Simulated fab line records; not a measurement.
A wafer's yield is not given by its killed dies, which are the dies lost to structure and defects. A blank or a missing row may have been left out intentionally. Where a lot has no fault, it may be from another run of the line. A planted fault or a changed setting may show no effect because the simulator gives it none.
fab line records | flow sfq-line
record lots=11 | wafers=33 | last-day=90
route steps=325 shown I1@74 M2@98 M5@204 R5@226
lots with no fault: from the same line, run without faults
start-h: start of the lot's first displayed wafer, in hours after the record's first day | wait-h: time in hours since the lot's previous step | " as in the row above | L1.1+2: several wafers, shown together as one row | - no value present, or no start provided | * or withheld: withheld | < > ~ a bound
route shown NAME@n: NAME is a module with steps in the file, n the number in the route of the first one | usual: average and standard deviation across the fault-free wafers | same: alike in all rows | chamber/n: place in a boat | sites: per-site readings | _std_site: standard deviation across them | _edge_site: inner sites' mean taken away from outer sites' mean | radius-mm: how far each site lies from the wafer's centre | mask NAME#n: copy n | behind: tool/chamber where the wafer was last shaped | hold: the reason the lot was held/the length of the hold in hours/how it ended | device: the transistor (n, p or np) that didn't switch | end of line: the tests these same wafers got at the end of their route | a step given without rows: its recipe and nothing more | killed: count of dies lost to structure and defects at first sort (not the wafer's yield) | map: shows each die of a wafer: x if killed, . if not, _ if none is there
set.NAME: the setting as run; set.NAME@STEP: as run at that earlier step | model.NAME: the simulator's own value behind a step, which no gauge read
route steps across a sampled set of lots; one table per step, one row per wafer
services: from which hour (start-h, from the record's first day; less than 0 if before it) a tool's chamber was out of use, for how many hours, and why
## steps
# step SFQ_TRILAYER_I1_CMP_CMP_046
# recipe material=SiO2 | down-force-psi=3 | platen-rpm=60 | pad-velocity-m-s=0.94248
# usual head-pressure-psi=2.999/0.0072 | motor-current-A=10.6/1.3 | time-to-endpoint-s=215/6.8
lot.wafer | tool   | chamber | start-h | wait-h | head-pressure-psi | motor-current-A | time-to-endpoint-s
L386.4    | cmp-02 | 1       | 414.26  | 1.1    | 2.998             | 12.5            | 219
L386.3    | "      | 2       | "       | "      | 2.991             | 9.3             | 215
L386.2    | "      | 3       | "       | "      | 2.999             | 12.0            | 209
L387.3    | cmp-02 | 3       | 421.06  | 5.5    | 3.002             | 12.2            | 218
L387.4    | "      | 0       | "       | "      | 3.013             | 10.3            | 217
L387.6    | "      | 1       | "       | "      | 2.996             | 12.5            | 215
L394.3    | cmp-02 | 1       | 471.56  | 4.3    | 2.994             | 12.8            | 215
L394.2    | "      | 3       | 472.56  | 5.3    | 2.997             | 12.1            | 218
L394.6    | "      | 0       | "       | "      | 2.994             | 10.1            | 225
L396.4    | cmp-02 | 0       | 477.56  | 2.3    | 3.004             | 10.7            | 256
L396.1    | "      | 1       | "       | "      | 3.001             | 12.5            | 249
L396.5    | "      | 3       | 479.06  | 3.8    | 3.008             | 12.3            | 223
L399.3    | cmp-01 | 0       | 502.36  | 0.0    | 3.004             | 8.9             | 225
L399.2    | "      | 1       | "       | "      | 2.992             | 9.4             | 207
L399.4    | "      | 3       | 503.86  | 1.5    | 2.983             | 10.6            | 230
L403.2    | cmp-01 | 1       | 529.01  | 1.0    | 3.005             | 9.7             | 212
L403.4    | "      | 2       | "       | "      | 2.993             | 10.1            | 203
L403.6    | "      | 3       | "       | "      | 3.004             | 11.0            | 218
L405.1    | cmp-02 | 1       | 566.34  | 10.2   | 2.997             | 12.2            | 218
L405.4    | "      | 3       | 567.34  | 11.2   | 2.999             | 12.2            | 224
L405.5    | "      | 1       | 568.34  | 12.2   | 2.998             | 12.6            | 220
L406.4    | cmp-01 | 1       | 582.92  | 16.4   | 2.997             | 9.4             | 212
L406.1    | "      | 2       | "       | "      | 3.002             | 10.2            | 207
L406.6    | "      | 0       | 584.42  | 17.9   | 3.000             | 9.3             | 226
L407.1    | cmp-01 | 3       | 594.42  | 14.2   | 3.004             | 10.9            | 220
L407.2    | "      | 2       | 595.92  | 15.7   | 2.988             | 10.2            | 202
L407.6    | "      | 3       | "       | "      | 2.994             | 10.3            | 224
L408.2    | cmp-02 | 3       | 600.40  | 17.0   | 3.004             | 11.9            | 211
L408.4    | "      | 2       | 601.90  | 18.4   | 2.997             | 9.8             | 223
L408.5    | "      | 3       | "       | "      | 2.997             | 12.1            | 220
L409.2    | cmp-02 | 0       | 606.40  | 17.6   | 3.004             | 10.2            | 225
L409.4    | "      | 3       | 607.90  | 19.1   | 3.012             | 12.8            | 225
L409.5    | "      | 0       | "       | "      | 2.998             | 9.5             | 227
# step SFQ_TRILAYER_I1_METRO_MEASURE_047
# usual thk-nm=199.8/1
lot.wafer | tool          | chamber | start-h | wait-h | thk-nm
L386.2    | film-metro-01 | -       | 417.08  | 0.3    | 199.7
L386.3    | "             | -       | "       | "      | 199.7
L386.4    | "             | -       | "       | "      | 198.8
L387.3    | film-metro-04 | -       | 423.58  | 0.5    | 199.3
L387.4    | "             | -       | "       | "      | 199.8
L387.6    | "             | -       | "       | "      | 198.7
L394.2    | film-metro-03 | -       | 474.38  | 0.3    | 200.1
L394.3    | "             | -       | "       | "      | 200.3
L394.6    | "             | -       | "       | "      | 200.4
L396.1    | film-metro-01 | -       | 480.18  | 0.1    | 148.9
L396.4    | "             | -       | "       | "      | 152.3
L396.5    | "             | -       | "       | "      | 201.3
L399.2    | film-metro-03 | -       | 505.68  | 0.3    | 198.3
L399.3    | "             | -       | "       | "      | 201.0
L399.4    | "             | -       | "       | "      | 200.2
L403.2    | film-metro-01 | -       | 531.33  | 0.3    | 199.5
L403.4    | "             | -       | "       | "      | 199.4
L403.6    | "             | -       | "       | "      | 200.4
L405.1    | film-metro-03 | -       | 568.96  | 0.1    | 198.7
L405.4    | "             | -       | "       | "      | 199.2
L405.5    | "             | -       | "       | "      | 199.3
L406.1    | film-metro-01 | -       | 585.54  | 0.1    | 198.1
L406.4    | "             | -       | "       | "      | 199.0
L406.6    | "             | -       | "       | "      | 201.1
L407.1    | film-metro-04 | -       | 597.54  | 0.1    | 200.3
L407.2    | "             | -       | "       | "      | 199.2
L407.6    | "             | -       | "       | "      | 200.3
L408.2    | film-metro-01 | -       | 603.72  | 0.3    | 200.8
L408.4    | "             | -       | "       | "      | 201.4
L408.5    | "             | -       | "       | "      | 201.1
L409.2    | film-metro-03 | -       | 609.72  | 0.3    | 200.8
L409.4    | "             | -       | "       | "      | 199.8
L409.5    | "             | -       | "       | "      | 200.7
# step SFQ_TRILAYER_I1_VIA_ETCH_VIA_ETCH_052
# recipe target=SiO2 | stop-on=Nb | mask-material=PR | taper-deg=20 | chemistry=CHF3 | target-depth-nm=260 | source-w=500 | bias-w=80 | pressure-mtorr=30 | time-s=withheld
# usual drypump-motor-current-A=5.7/0.37 | oes-product-au=0.854/0.0053
lot.wafer | tool        | chamber | start-h | wait-h | drypump-motor-current-A | oes-product-au
L386.2    | rie-diel-03 | 2       | 541.22  | 0.0    | 6.2                     | 0.852
L386.3    | "           | 3       | "       | "      | 5.3                     | 0.850
L386.4    | "           | 2       | "       | "      | 6.2                     | 0.847
L387.3    | rie-diel-01 | 3       | 544.82  | 0.0    | 5.1                     | 0.848
L387.4    | "           | 3       | "       | "      | 5.2                     | 0.847
L387.6    | "           | 1       | "       | "      | 5.8                     | 0.852
L394.2    | rie-diel-04 | 2       | 601.49  | 0.0    | 6.0                     | 0.855
L394.3    | "           | 0       | "       | "      | 6.1                     | 0.843
L394.6    | "           | 1       | "       | "      | 5.7                     | 0.850
L396.1    | rie-diel-01 | 2       | 607.49  | 0.0    | 6.0                     | 0.733
L396.4    | "           | 3       | "       | "      | 5.1                     | 0.738
L396.5    | "           | 1       | "       | "      | 5.8                     | 0.850
L399.2    | rie-diel-03 | 3       | 640.44  | 0.0    | 5.3                     | 0.843
L399.3    | "           | 2       | "       | "      | 6.2                     | 0.853
L399.4    | "           | 0       | "       | "      | 5.3                     | 0.855
L403.2    | rie-diel-01 | 0       | 677.74  | 0.0    | 5.4                     | 0.858
L403.4    | "           | 2       | "       | "      | 6.0                     | 0.853
L403.6    | "           | 3       | "       | "      | 5.1                     | 0.859
L405.1    | rie-diel-03 | 2       | 708.94  | 0.0    | 6.2                     | 0.846
L405.4    | "           | 1       | "       | "      | 5.7                     | 0.848
L405.5    | "           | 2       | "       | "      | 6.2                     | 0.848
L406.1    | rie-diel-01 | 0       | 717.34  | 0.0    | 5.4                     | 0.845
L406.4    | "           | 3       | "       | "      | 5.2                     | 0.860
L406.6    | "           | 1       | "       | "      | 5.8                     | 0.856
L407.1    | rie-diel-03 | 2       | 724.67  | 0.0    | 6.2                     | 0.852
L407.2    | "           | 3       | "       | "      | 5.3                     | 0.852
L407.6    | "           | 1       | "       | "      | 5.7                     | 0.852
L408.2    | rie-diel-04 | 0       | 728.27  | 0.0    | 6.2                     | 0.853
L408.4    | "           | 2       | "       | "      | 6.0                     | 0.857
L408.5    | "           | 0       | "       | "      | 6.2                     | 0.859
L409.2    | rie-diel-03 | 0       | 735.47  | 0.0    | 5.3                     | 0.867
L409.4    | "           | 3       | "       | "      | 5.3                     | 0.862
L409.5    | "           | 2       | "       | "      | 6.2                     | 0.867
# step SFQ_M2_OVL_MEAS_916
# usual M2_OVL=-1/5.7
lot.wafer | tool       | chamber | start-h | wait-h | M2_OVL[nm]
L386.2    | overlay-01 | -       | 546.89  | 0.1    | -7
L386.3    | "          | -       | "       | "      | -8
L386.4    | "          | -       | "       | "      | -5
L387.3    | overlay-02 | -       | 549.30  | 0.1    | -5
L387.4    | "          | -       | "       | "      | -5
L387.6    | "          | -       | "       | "      | -3
L394.2    | overlay-02 | -       | 727.00  | 0.1    | -3
L394.3    | "          | -       | "       | "      | -3
L394.6    | "          | -       | "       | "      | -1
L396.1    | overlay-01 | -       | 734.20  | 0.1    | 4
L396.4    | "          | -       | "       | "      | 0
L396.5    | "          | -       | "       | "      | 6
L399.2    | overlay-01 | -       | 759.53  | 0.1    | 0
L399.3    | "          | -       | "       | "      | 0
L399.4    | "          | -       | "       | "      | -1
L403.2    | overlay-01 | -       | 793.43  | 0.1    | 3
L403.4    | "          | -       | "       | "      | 2
L403.6    | "          | -       | "       | "      | -7
L405.1    | overlay-01 | -       | 823.42  | 0.1    | 9
L405.4    | "          | -       | "       | "      | 8
L405.5    | "          | -       | "       | "      | 13
L406.1    | overlay-02 | -       | 831.08  | 0.1    | 2
L406.4    | "          | -       | "       | "      | -4
L406.6    | "          | -       | "       | "      | -2
L407.1    | overlay-01 | -       | 839.48  | 0.1    | -9
L407.2    | "          | -       | "       | "      | -6
L407.6    | "          | -       | "       | "      | -9
L408.2    | overlay-01 | -       | 843.09  | 0.1    | -7
L408.4    | "          | -       | "       | "      | -4
L408.5    | "          | -       | "       | "      | -2
L409.2    | overlay-02 | -       | 850.29  | 0.1    | 0
L409.4    | "          | -       | "       | "      | 1
L409.5    | "          | -       | "       | "      | 6
# step SFQ_M5_OVL_MEAS_932
# usual M5_OVL=2/5.4
lot.wafer | tool       | chamber | start-h | wait-h | M5_OVL[nm]
L386.2    | overlay-02 | -       | 1295.74 | 0.1    | 2
L386.3    | "          | -       | "       | "      | -9
L386.4    | "          | -       | "       | "      | -6
L387.3    | overlay-02 | -       | 1339.56 | 0.1    | 4
L387.4    | "          | -       | "       | "      | 4
L387.6    | "          | -       | "       | "      | 2
L394.2    | overlay-01 | -       | 1357.78 | 0.1    | -2
L394.3    | "          | -       | "       | "      | 9
L394.6    | "          | -       | "       | "      | -3
L396.1    | overlay-01 | -       | 1363.78 | 0.1    | 4
L396.4    | "          | -       | "       | "      | -8
L396.5    | "          | -       | "       | "      | 10
L399.2    | overlay-02 | -       | 1373.26 | 0.1    | -3
L399.3    | "          | -       | "       | "      | 5
L399.4    | "          | -       | "       | "      | -7
L403.2    | overlay-01 | -       | 1406.30 | 0.1    | 7
L403.4    | "          | -       | "       | "      | 6
L403.6    | "          | -       | "       | "      | -1
L405.1    | overlay-02 | -       | 1417.58 | 0.1    | 2
L405.4    | "          | -       | "       | "      | 10
L405.5    | "          | -       | "       | "      | 0
L406.1    | overlay-01 | -       | 1420.14 | 0.1    | 1
L406.4    | "          | -       | "       | "      | 7
L406.6    | "          | -       | "       | "      | 5
L407.1    | overlay-01 | -       | 1427.34 | 0.1    | 12
L407.2    | "          | -       | "       | "      | 6
L407.6    | "          | -       | "       | "      | 7
L408.2    | overlay-01 | -       | 1432.14 | 0.1    | 6
L408.4    | "          | -       | "       | "      | 6
L408.5    | "          | -       | "       | "      | -2
L409.2    | overlay-01 | -       | 1436.94 | 0.1    | 5
L409.4    | "          | -       | "       | "      | 13
L409.5    | "          | -       | "       | "      | -4
# step SFQ_TRILAYER_R5_STRIP_STRIP_140
# recipe gas=O2 | power-w=200 | platen-temp-c=40 | overash-fraction=0.65 | chemistry=O2 | pressure-mtorr=50
# usual drypump-motor-current-A=5.4/0.36 | oes-product-au=1.001/0.0098
lot.wafer | tool         | chamber | start-h | wait-h | drypump-motor-current-A | oes-product-au | rf-hours-counter-h
L386.2    | rie-metal-02 | 0       | 1431.01 | 0.0    | 5.0                     | 0.983          | 11
L386.3    | "            | 1       | "       | "      | 5.7                     | 0.997          | -
L386.4    | "            | 0       | "       | "      | 5.0                     | 0.986          | -
L387.3    | rie-metal-02 | 1       | 1461.29 | 0.2    | 5.7                     | 0.989          | -
L387.4    | "            | 0       | "       | "      | 5.0                     | 0.994          | -
L387.6    | "            | 0       | "       | "      | 5.0                     | 1.000          | -
L394.2    | rie-metal-02 | 1       | 1477.89 | 0.0    | 5.8                     | 0.991          | 136
L394.3    | "            | 0       | "       | "      | 5.0                     | 0.987          | -
L394.6    | "            | 1       | "       | "      | 5.8                     | 0.994          | -
L396.1    | rie-metal-04 | 0       | 1488.69 | 0.0    | 5.7                     | 1.013          | 141
L396.4    | "            | 0       | "       | "      | 5.7                     | 1.008          | -
L396.5    | "            | 1       | "       | "      | 5.9                     | 1.008          | -
L399.2    | rie-metal-02 | 1       | 1499.62 | 0.0    | 5.7                     | 0.997          | 139
L399.3    | "            | 1       | "       | "      | 5.7                     | 0.996          | -
L399.4    | "            | 0       | "       | "      | 5.0                     | 1.003          | -
L403.2    | rie-metal-02 | 0       | 1519.14 | 0.3    | 5.0                     | 0.995          | -
L403.4    | "            | 0       | "       | "      | 5.0                     | 0.998          | -
L403.6    | "            | 0       | "       | "      | 5.0                     | 1.000          | -
L405.1    | rie-metal-02 | 0       | 1526.56 | 0.1    | 5.0                     | 0.999          | 29
L405.4    | "            | 0       | "       | "      | 5.0                     | 0.998          | -
L405.5    | "            | 0       | "       | "      | 5.0                     | 0.994          | -
L406.1    | rie-metal-02 | 0       | 1528.96 | 0.1    | 5.0                     | 0.998          | 30
L406.4    | "            | 0       | "       | "      | 5.0                     | 0.998          | -
L406.6    | "            | 0       | "       | "      | 5.0                     | 0.994          | -
L407.1    | rie-metal-04 | 1       | 1535.06 | 0.1    | 5.9                     | 1.011          | 44
L407.2    | "            | 1       | "       | "      | 5.9                     | 1.000          | -
L407.6    | "            | 1       | "       | "      | 5.9                     | 1.015          | -
L408.2    | rie-metal-03 | 0       | 1536.14 | 0.0    | 5.1                     | 1.002          | 19
L408.4    | "            | 0       | "       | "      | 5.1                     | 0.997          | -
L408.5    | "            | 0       | "       | "      | 5.1                     | 0.994          | -
L409.2    | rie-metal-02 | 0       | 1543.34 | 0.0    | 5.0                     | 1.004          | 33
L409.4    | "            | 1       | "       | "      | 5.7                     | 1.008          | -
L409.5    | "            | 1       | "       | "      | 5.7                     | 1.001          | -
## services
tool         | chamber | start-h | hours | kind
cmp-02       | -       | 483.63  | 2.3   | pm
cmp-02       | -       | 519.05  | 1.4   | repair
rie-metal-02 | 0       | 525.19  | 1.5   | repair
rie-metal-02 | -       | 548.38  | 2.3   | repair
cmp-02       | -       | 554.58  | 8.3   | pm
rie-metal-02 | -       | 571.03  | 14.6  | pm
cmp-02       | -       | 575.40  | 4.0   | pm
cmp-02       | -       | 592.27  | 1.0   | repair
cmp-02       | -       | 594.86  | 1.4   | repair
rie-metal-02 | 1       | 602.67  | 3.5   | repair
cmp-02       | -       | 613.31  | 1.8   | repair
cmp-02       | -       | 625.18  | 4.0   | repair
cmp-02       | -       | 654.57  | 1.2   | repair
rie-metal-02 | 0       | 690.51  | 14.1  | repair
rie-metal-02 | -       | 742.32  | 2.8   | pm
rie-metal-02 | 1       | 766.66  | 2.5   | repair
cmp-02       | -       | 835.47  | 3.4   | repair
cmp-02       | -       | 854.54  | 4.6   | pm
rie-metal-02 | 0       | 882.00  | 13.3  | repair
rie-metal-02 | 1       | 914.88  | 6.1   | repair
rie-metal-02 | -       | 971.30  | 28.1  | pm
rie-metal-02 | 0       | 1025.59 | 2.3   | repair
rie-metal-02 | -       | 1311.20 | 3.3   | repair
rie-metal-02 | -       | 1403.08 | 1.4   | pm
## key
first-sign step=SFQ_TRILAYER_I1_CMP_CMP_046 | reading=time-to-endpoint-s | direction=up | sigmas=5.4 | usual=* | struck=*
effect step=SFQ_TRILAYER_I1_METRO_MEASURE_047 | reading=thk-nm | direction=down | sigmas=49 | usual=199.8 | struck=150.6
effect step=SFQ_TRILAYER_I1_VIA_ETCH_VIA_ETCH_052 | reading=oes-product-au | direction=down | sigmas=22 | usual=0.854 | struck=0.736
met-at SFQ_TRILAYER_I1_CMP_CMP_046
struck-lots L396
struck-wafers L396.1,L396.4
not-acting-at SFQ_M2_OVL_MEAS_916,SFQ_M5_OVL_MEAS_932,SFQ_TRILAYER_R5_STRIP_STRIP_140
onset-between 471.56 477.56
fault kind=process-parameter-drift | tool=cmp-02 | chamber=- | onset-h=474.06 | steps=SFQ_TRILAYER_I1_CMP_CMP_046 | channel=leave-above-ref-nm | offset=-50 | shape=step | end-h=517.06 | scope=struck-wafers-only | acts-in=these-recipes-only | stated=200
